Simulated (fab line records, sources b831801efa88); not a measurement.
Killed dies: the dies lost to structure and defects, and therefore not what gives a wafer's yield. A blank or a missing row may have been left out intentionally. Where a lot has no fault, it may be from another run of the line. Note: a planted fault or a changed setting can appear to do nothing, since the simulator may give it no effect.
What tool caused it? || flow gf180mcu || 11 lots, 32 wafers sampled, at 7 steps of a route of 602

## WHAT THE GAUGES SHOWED, per wafer
GF_DUAL_GATE_OVL_MEAS_11.
{"lot": "L719", "measured": "day 8 23:02", "on": "overlay-02", "DUAL_GATE_OVL (nm)": "-3.2 -4.7 -3.4"}
{"lot": "L721", "measured": "day 9 14:02", "on": "overlay-01", "DUAL_GATE_OVL (nm)": "-3.3 -1.3 0.0"}
{"lot": "L722", "measured": "day 9 19:03", "on": "overlay-02", "DUAL_GATE_OVL (nm)": "-0.5 -1.7 -1.6"}
{"lot": "L723", "measured": "day 10 03:47", "on": "overlay-02", "DUAL_GATE_OVL (nm)": "-1.9 -1.8 -0.8"}
{"lot": "L725", "measured": "day 10 18:27", "on": "overlay-02", "DUAL_GATE_OVL (nm)": "-1.9 -1.5 -0.6"}
{"lot": "L726", "measured": "day 10 23:48", "on": "overlay-01", "DUAL_GATE_OVL (nm)": "1.7 -2.2"}
{"lot": "L733", "measured": "day 12 23:34", "on": "overlay-02", "DUAL_GATE_OVL (nm)": "-2.6 -1.0 -1.8"}
{"lot": "L734", "measured": "day 13 13:14", "on": "overlay-02", "DUAL_GATE_OVL (nm)": "-4.1 -3.4 -3.3"}
{"lot": "L737", "measured": "day 14 04:54", "on": "overlay-02", "DUAL_GATE_OVL (nm)": "-1.2 -1.0 -0.3"}
{"lot": "L739", "measured": "day 14 18:35", "on": "overlay-01", "DUAL_GATE_OVL (nm)": "-4.0 -1.7 -0.2"}
{"lot": "L740", "measured": "day 15 04:59", "on": "overlay-01", "DUAL_GATE_OVL (nm)": "0.6 1.8 1.8"}

GF_HV_LDD_OVL_MEAS_47.
{"lot": "L719", "measured": "day 13 03:34", "on": "overlay-02", "HV_LDD_03_OVL (nm)": "-2.0 -2.2 -2.2"}
{"lot": "L721", "measured": "day 13 21:56", "on": "overlay-02", "HV_LDD_03_OVL (nm)": "-1.4 -0.8 0.6"}
{"lot": "L722", "measured": "day 14 00:55", "on": "overlay-02", "HV_LDD_03_OVL (nm)": "-0.8 -2.2 -2.1"}
{"lot": "L723", "measured": "day 14 11:53", "on": "overlay-02", "HV_LDD_03_OVL (nm)": "0.9 -0.7 -0.3"}
{"lot": "L725", "measured": "day 15 02:26", "on": "overlay-02", "HV_LDD_03_OVL (nm)": "-1.1 1.2 -0.2"}
{"lot": "L726", "measured": "day 15 10:58", "on": "overlay-02", "HV_LDD_03_OVL (nm)": "-2.2 -2.2"}
{"lot": "L733", "measured": "day 17 23:20", "on": "overlay-01", "HV_LDD_03_OVL (nm)": "1.0 0.0 0.1"}
{"lot": "L734", "measured": "day 18 14:55", "on": "overlay-01", "HV_LDD_03_OVL (nm)": "1.1 -0.1 0.9"}
{"lot": "L737", "measured": "day 19 11:21", "on": "overlay-02", "HV_LDD_03_OVL (nm)": "-0.5 -0.2 0.5"}
{"lot": "L739", "measured": "day 19 21:29", "on": "overlay-01", "HV_LDD_03_OVL (nm)": "1.1 4.4 2.3"}
{"lot": "L740", "measured": "day 20 13:59", "on": "overlay-01", "HV_LDD_03_OVL (nm)": "0.2 1.2 0.7"}

GF_PSD_TW_MEAS_11.
{"lot": "L719", "measured": "day 14 23:23", "on": "filmMetro-03", "PSD_TW": "3178 3179 3178"}
{"lot": "L721", "measured": "day 15 18:53", "on": "filmMetro-03", "PSD_TW": "3210 3194 3205"}
{"lot": "L722", "measured": "day 15 21:31", "on": "filmMetro-02", "PSD_TW": "3038 3208 3051 3039 3217 3038"}
{"lot": "L723", "measured": "day 16 09:52", "on": "filmMetro-03", "PSD_TW": "3173 3172 3153"}
{"lot": "L725", "measured": "day 17 01:36", "on": "filmMetro-04", "PSD_TW": "2967 3129 2963 2963 3134 2956"}
{"lot": "L726", "measured": "day 17 09:34", "on": "filmMetro-04", "PSD_TW": "3118 2975 3147 2956"}
{"lot": "L733", "measured": "day 20 04:52", "on": "filmMetro-04", "PSD_TW": "3123 3139 3123"}
{"lot": "L734", "measured": "day 20 20:07", "on": "filmMetro-02", "PSD_TW": "3209 3213 3205"}
{"lot": "L737", "measured": "day 21 15:27", "on": "filmMetro-02", "PSD_TW": "3220 3218 3212"}
{"lot": "L739", "measured": "day 22 02:44", "on": "filmMetro-02", "PSD_TW": "3202 3222 3208"}
{"lot": "L740", "measured": "day 22 16:42", "on": "filmMetro-02", "PSD_TW": "3198 3205 3205"}

GF_PSD_RS_MEAS_15: a four-point-probe measurement.
{"lot": "L719", "measured": "day 14 23:41", "on": "filmMetro-04", "PSD_RS (ohm/sq)": "108.28 108.57 108.74"}
{"lot": "L721", "measured": "day 15 19:12", "on": "filmMetro-04", "PSD_RS (ohm/sq)": "108.74 108.81 108.91"}
{"lot": "L722", "measured": "day 15 22:53", "on": "filmMetro-02", "PSD_RS (ohm/sq)": "123.28 108.76 123.36 123.33 108.77 123.44"}
{"lot": "L723", "measured": "day 16 10:11", "on": "filmMetro-03", "PSD_RS (ohm/sq)": "108.59 108.69 108.62"}
{"lot": "L725", "measured": "day 17 05:32", "on": "filmMetro-02", "PSD_RS (ohm/sq)": "122.80 108.43 122.56 122.69 108.81 122.46"}
{"lot": "L726", "measured": "day 17 11:35", "on": "filmMetro-03", "PSD_RS (ohm/sq)": "108.24 123.04 108.32 122.61"}
{"lot": "L733", "measured": "day 20 05:11", "on": "filmMetro-03", "PSD_RS (ohm/sq)": "108.46 108.04 108.44"}
{"lot": "L734", "measured": "day 20 20:26", "on": "filmMetro-02", "PSD_RS (ohm/sq)": "108.13 108.29 108.28"}
{"lot": "L737", "measured": "day 21 15:46", "on": "filmMetro-04", "PSD_RS (ohm/sq)": "108.89 108.85 108.90"}
{"lot": "L739", "measured": "day 22 03:05", "on": "filmMetro-04", "PSD_RS (ohm/sq)": "108.96 109.02 108.88"}
{"lot": "L740", "measured": "day 22 17:01", "on": "filmMetro-03", "PSD_RS (ohm/sq)": "108.97 108.62 108.86"}

## EACH LOT AND THE TOOL THAT RAN IT (in order: tool; ch and the chambers of the sampled wafers; start)
{"lot": "L719", "GF_POLY_GATE_ETCH_12": "rieDiel-03 ch 0,2,3, day 9 19:38", "GF_PSD_IMPLANT_09": "implanter-01 ch 0, day 14 23:08", "GF_PSD_STRIP_10": "plasmaAsher-01 ch 0,1, day 14 23:17"}
{"lot": "L721", "GF_POLY_GATE_ETCH_12": "rieDiel-04 ch 1,2,3, day 10 12:24", "GF_PSD_IMPLANT_09": "implanter-04 ch 0, day 15 18:38", "GF_PSD_STRIP_10": "plasmaAsher-03 ch 0,1, day 15 18:47"}
{"lot": "L722", "GF_POLY_GATE_ETCH_12": "rieDiel-03 ch 0,1,3, day 10 16:57", "GF_PSD_IMPLANT_09": "implanter-04 ch 0, day 15 21:14", "GF_PSD_STRIP_10": "plasmaAsher-02 ch 0,1, day 15 21:23"}
{"lot": "L723", "GF_POLY_GATE_ETCH_12": "rieDiel-01 ch 0,2,3, day 11 02:08", "GF_PSD_IMPLANT_09": "implanter-02 ch 0, day 16 09:38", "GF_PSD_STRIP_10": "plasmaAsher-01 ch 0,1, day 16 09:46"}
{"lot": "L725", "GF_POLY_GATE_ETCH_12": "rieDiel-01 ch 0,2,3, day 11 16:16", "GF_PSD_IMPLANT_09": "implanter-04 ch 0, day 17 01:21", "GF_PSD_STRIP_10": "plasmaAsher-01 ch 0,1, day 17 01:30"}
{"lot": "L726", "GF_POLY_GATE_ETCH_12": "rieDiel-03 ch 1, day 11 22:50", "GF_PSD_IMPLANT_09": "implanter-04 ch 0, day 17 09:22", "GF_PSD_STRIP_10": "plasmaAsher-01 ch 0, day 17 09:28"}
{"lot": "L733", "GF_POLY_GATE_ETCH_12": "rieDiel-03 ch 0,2, day 14 01:38", "GF_PSD_IMPLANT_09": "implanter-01 ch 0, day 20 04:38", "GF_PSD_STRIP_10": "plasmaAsher-03 ch 0,1, day 20 04:46"}
{"lot": "L734", "GF_POLY_GATE_ETCH_12": "rieDiel-03 ch 0,1,2, day 14 13:31", "GF_PSD_IMPLANT_09": "implanter-04 ch 0, day 20 19:52", "GF_PSD_STRIP_10": "plasmaAsher-02 ch 0,1, day 20 20:01"}
{"lot": "L737", "GF_POLY_GATE_ETCH_12": "rieDiel-03 ch 0,3, day 15 09:49", "GF_PSD_IMPLANT_09": "implanter-04 ch 0, day 21 15:13", "GF_PSD_STRIP_10": "plasmaAsher-02 ch 0,1, day 21 15:20"}
{"lot": "L739", "GF_POLY_GATE_ETCH_12": "rieDiel-01 ch 0,2, day 15 19:01", "GF_PSD_IMPLANT_09": "implanter-02 ch 0, day 22 02:31", "GF_PSD_STRIP_10": "plasmaAsher-01 ch 0,1, day 22 02:40"}
{"lot": "L740", "GF_POLY_GATE_ETCH_12": "rieDiel-04 ch 0,1,2, day 16 08:42", "GF_PSD_IMPLANT_09": "implanter-04 ch 0, day 22 16:28", "GF_PSD_STRIP_10": "plasmaAsher-02 ch 0,1, day 22 16:35"}
- GF_POLY_GATE_ETCH_12: etches BARC in N2/H2.
- GF_PSD_IMPLANT_09
- GF_PSD_STRIP_10: strips in O2/N2.

## WHAT THE TOOLS THEMSELVES READ (means of the sampled wafers that have a number; where no wafer has one, the mark that the record gives instead)
GF_POLY_GATE_ETCH_12.
{"lot": "L719", "tool": "rieDiel-03", "drypumpMotorCurrentA (A)": 5.7, "oesProductAu (a.u.)": 0.739, "throttleValvePct (%)": 13.205}
{"lot": "L721", "tool": "rieDiel-04", "drypumpMotorCurrentA (A)": 5.2, "oesProductAu (a.u.)": 0.731, "throttleValvePct (%)": 13.218}
{"lot": "L722", "tool": "rieDiel-03", "drypumpMotorCurrentA (A)": 5.8, "oesProductAu (a.u.)": 0.736, "throttleValvePct (%)": 13.222}
{"lot": "L723", "tool": "rieDiel-01", "drypumpMotorCurrentA (A)": 6.1, "oesProductAu (a.u.)": 0.733, "throttleValvePct (%)": 13.222}
{"lot": "L725", "tool": "rieDiel-01", "drypumpMotorCurrentA (A)": 6.1, "oesProductAu (a.u.)": 0.738, "throttleValvePct (%)": 13.204}
{"lot": "L726", "tool": "rieDiel-03", "drypumpMotorCurrentA (A)": 5.8, "oesProductAu (a.u.)": 0.736, "throttleValvePct (%)": 13.204}
{"lot": "L733", "tool": "rieDiel-03", "drypumpMotorCurrentA (A)": 5.7, "oesProductAu (a.u.)": 0.739, "throttleValvePct (%)": 13.215}
{"lot": "L734", "tool": "rieDiel-03", "drypumpMotorCurrentA (A)": 5.7, "oesProductAu (a.u.)": 0.739, "throttleValvePct (%)": 13.203}
{"lot": "L737", "tool": "rieDiel-03", "drypumpMotorCurrentA (A)": 5.8, "oesProductAu (a.u.)": 0.737, "throttleValvePct (%)": 13.212}
{"lot": "L739", "tool": "rieDiel-01", "drypumpMotorCurrentA (A)": 6.2, "oesProductAu (a.u.)": 0.737, "throttleValvePct (%)": 13.218}
{"lot": "L740", "tool": "rieDiel-04", "drypumpMotorCurrentA (A)": 5.5, "oesProductAu (a.u.)": 0.735, "throttleValvePct (%)": 13.213}

GF_PSD_IMPLANT_09.
{"lot": "L719", "tool": "implanter-01", "beamOnS (s)": 10.00, "faradayCurrentUA": 8245}
{"lot": "L721", "tool": "implanter-04", "beamOnS (s)": 10.12, "faradayCurrentUA": 8140}
{"lot": "L722", "tool": "implanter-04", "beamOnS (s)": 8.39, "faradayCurrentUA": 9965}
{"lot": "L723", "tool": "implanter-02", "beamOnS (s)": 9.94, "faradayCurrentUA": 8307}
{"lot": "L725", "tool": "implanter-04", "beamOnS (s)": 8.25, "faradayCurrentUA": 10129}
{"lot": "L726", "tool": "implanter-04", "beamOnS (s)": 8.69, "faradayCurrentUA": 9640}
{"lot": "L733", "tool": "implanter-01", "beamOnS (s)": 10.01, "faradayCurrentUA": 8227}
{"lot": "L734", "tool": "implanter-04", "beamOnS (s)": 10.00, "faradayCurrentUA": 8263}
{"lot": "L737", "tool": "implanter-04", "beamOnS (s)": 10.09, "faradayCurrentUA": 8130}
{"lot": "L739", "tool": "implanter-02", "beamOnS (s)": 9.98, "faradayCurrentUA": 8274}
{"lot": "L740", "tool": "implanter-04", "beamOnS (s)": 9.98, "faradayCurrentUA": 8280}

GF_PSD_STRIP_10.
{"lot": "L719", "tool": "plasmaAsher-01", "drypumpMotorCurrentA (A)": 5.7, "heaterPowerW (W)": 322, "oesProductAu (a.u.)": 0.590, "stripTimeToEndpointS (s)": 16.48}
{"lot": "L721", "tool": "plasmaAsher-03", "drypumpMotorCurrentA (A)": 6.2, "heaterPowerW (W)": 362, "oesProductAu (a.u.)": 0.590, "stripTimeToEndpointS (s)": 16.53}
{"lot": "L722", "tool": "plasmaAsher-02", "drypumpMotorCurrentA (A)": 6.1, "heaterPowerW (W)": 327, "oesProductAu (a.u.)": 0.606, "stripTimeToEndpointS (s)": 15.96}
{"lot": "L723", "tool": "plasmaAsher-01", "drypumpMotorCurrentA (A)": 5.5, "heaterPowerW (W)": 349, "oesProductAu (a.u.)": 0.592, "stripTimeToEndpointS (s)": 16.56}
{"lot": "L725", "tool": "plasmaAsher-01", "drypumpMotorCurrentA (A)": 5.5, "heaterPowerW (W)": 342, "oesProductAu (a.u.)": 0.608, "stripTimeToEndpointS (s)": 16.05}
{"lot": "L726", "tool": "plasmaAsher-01", "drypumpMotorCurrentA (A)": 5.8, "heaterPowerW (W)": 297, "oesProductAu (a.u.)": 0.603, "stripTimeToEndpointS (s)": 16.16}
{"lot": "L733", "tool": "plasmaAsher-03", "drypumpMotorCurrentA (A)": 6.2, "heaterPowerW (W)": 360, "oesProductAu (a.u.)": 0.589, "stripTimeToEndpointS (s)": 16.52}
{"lot": "L734", "tool": "plasmaAsher-02", "drypumpMotorCurrentA (A)": 6.2, "heaterPowerW (W)": 338, "oesProductAu (a.u.)": 0.590, "stripTimeToEndpointS (s)": 16.50}
{"lot": "L737", "tool": "plasmaAsher-02", "drypumpMotorCurrentA (A)": 6.2, "heaterPowerW (W)": 334, "oesProductAu (a.u.)": 0.593, "stripTimeToEndpointS (s)": 16.54}
{"lot": "L739", "tool": "plasmaAsher-01", "drypumpMotorCurrentA (A)": 5.7, "heaterPowerW (W)": 321, "oesProductAu (a.u.)": 0.589, "stripTimeToEndpointS (s)": 16.54}
{"lot": "L740", "tool": "plasmaAsher-02", "drypumpMotorCurrentA (A)": 6.1, "heaterPowerW (W)": 332, "oesProductAu (a.u.)": 0.590, "stripTimeToEndpointS (s)": 16.49}

## THE ANSWER, worked out from the rows above alone
Rule: what is usual is taken from the lots themselves. The widest of any qualifying gaps counts: lots, ordered by their means at a reading, are off when they make up no more than a third of the lots, leave a main group of 4 or more, and stand apart from it by 3 or more times the standard deviation of that group's means. A main group whose means are all the same, to the digits that the tables above print for the reading, isn't used. Also off: a lot with no number at a reading for which 4 or more lots have one. Any other lot the step has rows for is counted as sound. After the gauges, taken in route order, come the tools' own readings; for these a lot's mean is taken, as printed above. The first step at which some lot is off is used, and at that step the reading that is off furthest; a lot without a number counts as furthest.
Off: L722, L725, L726, seen at GF_PSD_RS_MEAS_15 (PSD_RS). Mean 108.65 ohm/sq and standard deviation 0.25 in the main group.
A tool fits if, at a process step before that reading, it ran every lot that is off, and no sound lot after the first of them. The gauges at GF_PSD_RS_MEAS_15 aren't tried: what is off there is off at GF_PSD_IMPLANT_09 too, on other tools, and a gauge's error can't cause that. No candidate that was tried fits.

## WHAT THE SIMULATOR HAD INSERTED
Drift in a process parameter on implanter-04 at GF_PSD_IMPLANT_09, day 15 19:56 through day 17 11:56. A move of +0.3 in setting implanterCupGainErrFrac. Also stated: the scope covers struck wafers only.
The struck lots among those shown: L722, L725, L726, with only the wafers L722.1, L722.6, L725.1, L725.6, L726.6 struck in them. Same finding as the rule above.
